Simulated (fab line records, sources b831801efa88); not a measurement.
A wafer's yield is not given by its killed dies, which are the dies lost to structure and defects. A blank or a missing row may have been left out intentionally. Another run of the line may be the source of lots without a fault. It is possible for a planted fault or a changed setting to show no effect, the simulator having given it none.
Comparing a struck lot with a sound one ; flow sky130 ; 41 out of 708 route steps
Sound: wafers L112.2, L112.4, L112.6. Wafers L999.2, L999.3, L999.6 were the ones struck. The cause is named last.
At each step with rows: each side's tool, then ch and its chambers, then its first start. Under that, the readings that differ: sound wafers ; struck wafers ; difference of the means ; sigmas: that difference in standard deviations of wafers without a fault.
alike: a reading whose means differ by less than 2 such deviations, as well as words and numbers matching on both sides. not compared: withheld readings; readings where some wafer has no value; bounds like >300 that might hide an equal value; numbers whose values overlap and for which the record gives no deviation.
The two part at a step that has a row with sigmas, a row that says differs or no value, or rows on one side only. Non-overlapping numbers with no deviation appear without sigmas and do not part them. A reading missing from all wafers of one side parts the sides only when that side holds two or more wafers.

first, 8 steps without rows for these wafers: SKY_METAL5_DEHYDRATE_07 (time 60 s); SKY_METAL5_HMDS_08 (prime time 60 s); SKY_METAL5_COAT_09 (resist thk 1800 nm); SKY_METAL5_SOFTBAKE_10 (time 60 s); SKY_METAL5_EXPOSE_11 (exposes mask MM5, target cd 1600 nm); SKY_METAL5_PEB_12; SKY_METAL5_DEVELOP_13 (develop time 60 s); SKY_METAL5_DESCUM_14 (chemistry O2, time 11 s).
SKY_METAL5_METAL_ETCH_15: etches the open film in Cl2/BCl3, stops on SiO2, target depth 1260 nm, time 252 s.
  sound on rie_metal-01 ch 0,1, day 47 22:02; struck on rie_metal-03 ch 1, day 44 20:52
  alike: chamber_pressure_mTorr, drypump_motor_current_A, oes_product_au, throttle_valve_pct
  not compared: rf_hours_counter_h
SKY_METAL5_STRIP_16: strips in O2/N2.
  sound on plasma_asher-04 ch 0,1, day 47 22:16; struck on plasma_asher-04 ch 0,1, day 44 21:07
  alike: chamber_pressure_mTorr, drypump_motor_current_A, n2_flow_sccm, oes_product_au, strip_time_to_endpoint_s
  not compared: rf_hours_counter_h
then, 2 steps without rows for these wafers: SKY_METAL5_STRIP_17 (strips in post etch residue remover, time 1200 s); SKY_METAL5_CLEAN_18 (cleans in IPA, time 180 s).
SKY_METAL5_CLEAN_19: cleans in O3/DIW.
  sound on wet_bench-01 ch 0, day 47 23:06; struck on wet_bench-02 ch 3, day 44 21:39
SKY_PASSIVATION_CVD_00: deposits SiO2, target thk 90 nm.
  sound on pecvd-03 ch 0,1, day 47 23:17; struck on pecvd-03 ch 0,2, day 44 21:44
  alike: heater_power_w, susceptor_temp_C
SKY_PASSIVATION_THK_MEAS_01:
  sound: film_metro-02 at day 47 23:19; struck: film_metro-02 at day 44 21:47
  alike: PASSIVATION_CVD_00_THK
SKY_PASSIVATION_CVD_02: deposits Si3N4, target thk 540 nm.
  sound on pecvd-02 ch 0,1, day 47 23:22; struck on pecvd-02 ch 1,2, day 44 21:50
  alike: heater_power_w, susceptor_temp_C
SKY_PASSIVATION_THK_MEAS_03:
  sound: film_metro-04 at day 47 23:37; struck: film_metro-02 at day 44 22:05
  alike: PASSIVATION_CVD_02_THK
then, 8 steps without rows for these wafers: SKY_PASSIVATION_DEHYDRATE_04 (time 60 s); SKY_PASSIVATION_HMDS_05 (prime time 60 s); SKY_PASSIVATION_COAT_06 (resist thk 3000 nm); SKY_PASSIVATION_SOFTBAKE_07; SKY_PASSIVATION_EXPOSE_08 (exposes mask NSM, target cd 3000 nm); SKY_PASSIVATION_PEB_09; SKY_PASSIVATION_DEVELOP_10 (develop time 60 s); SKY_PASSIVATION_ETCH_11 (etches the open film in CF4/O2, stops on AlCu, target depth 725 nm, time 161.1 s).
SKY_PASSIVATION_STRIP_12: strips in O2/N2.
  sound on plasma_asher-02 ch 0,1, day 48 17:39; struck on plasma_asher-04 ch 0,1, day 45 18:29
  alike: chamber_pressure_mTorr, drypump_motor_current_A, n2_flow_sccm, oes_product_au, strip_time_to_endpoint_s
  not compared: rf_hours_counter_h
then, 13 steps without rows for these wafers: SKY_PAD_OPEN_DEHYDRATE_00 (time 60 s); SKY_PAD_OPEN_HMDS_01 (prime time 60 s); SKY_PAD_OPEN_COAT_02 (resist thk 3000 nm); SKY_PAD_OPEN_SOFTBAKE_03; SKY_PAD_OPEN_EXPOSE_04 (exposes mask PDM, target cd 60000 nm); SKY_PAD_OPEN_PEB_05; SKY_PAD_OPEN_DEVELOP_06 (develop time 60 s); SKY_PAD_OPEN_ETCH_07 (etches the open film in CF4/O2, stops on AlCu, target depth 725 nm, time 161.1 s); SKY_PAD_OPEN_STRIP_08 (strips in O2/N2); SKY_PAD_OPEN_STRIP_09 (strips in post etch residue remover, time 1200 s); SKY_PAD_OPEN_CLEAN_10 (cleans in IPA, time 180 s); SKY_PAD_OPEN_CLEAN_11 (cleans in O3/DIW); SKY_PAD_OPEN_ANNEAL_12.
SKY_PAD_OPEN_BOW_MEAS_13:
  sound: film_metro-02 at day 49 13:20; struck: film_metro-04 at day 46 17:04
  alike: PAD_OPEN_BOW
SKY_PAD_OPEN_PROBE_99:
  sound: prober-02 at day 49 13:29; struck: prober-01 at day 46 17:13
reading;sound;struck;difference;sigmas
hold;- - -;await_dispo/3.4h/release await_dispo/3.4h/release await_dispo/3.4h/release;no value on the sound wafers;
defect_limited_yield (%);83.3 82.3 84.3;75.4 74.8 75.8;-8.0;-4
killed_at_M4_up;2 3 3;37 35 43;+36;+19
killed_dies;82 87 77;121 124 119;+39;+4
killed_on_rim;13 17 16;25 27 34;+13;+4
sort_bin_3_pad_short (%);0.8 0.4 0.6;2.2 2.8 2.2;+1.8;+4
sort_bin_5_function (%);8.5 11.6 9.8;15.4 15.2 14.8;+5.2;+4
sort_n_pass;410 405 415;371 368 373;-39;-4
sort_yield_pct (%);83.3 82.3 84.3;75.4 74.8 75.8;-8.0;-4
model.etest.tester.sort_n_pass;410 405 415;371 368 373;-39;
model.etest.tester.sort_yield_pct (%);83.33 82.32 84.35;75.41 74.8 75.81;-7.99;
model.etest.tester.sort_bin_5_pct (%);8.537 11.59 9.756;15.45 15.24 14.84;+5.22;
model.etest.tester.sort_bin_3_pct (%);0.813 0.4065 0.6098;2.236 2.846 2.236;+1.830;
  alike: killed_at_M0_to_M3, killed_at_contacts, killed_at_front_end, killed_at_other, killed_open, killed_short, sort_bin_6_memory

WHERE THEY PART
Only at SKY_PAD_OPEN_PROBE_99, as far as this record shows.

WHY: what the simulator had put in
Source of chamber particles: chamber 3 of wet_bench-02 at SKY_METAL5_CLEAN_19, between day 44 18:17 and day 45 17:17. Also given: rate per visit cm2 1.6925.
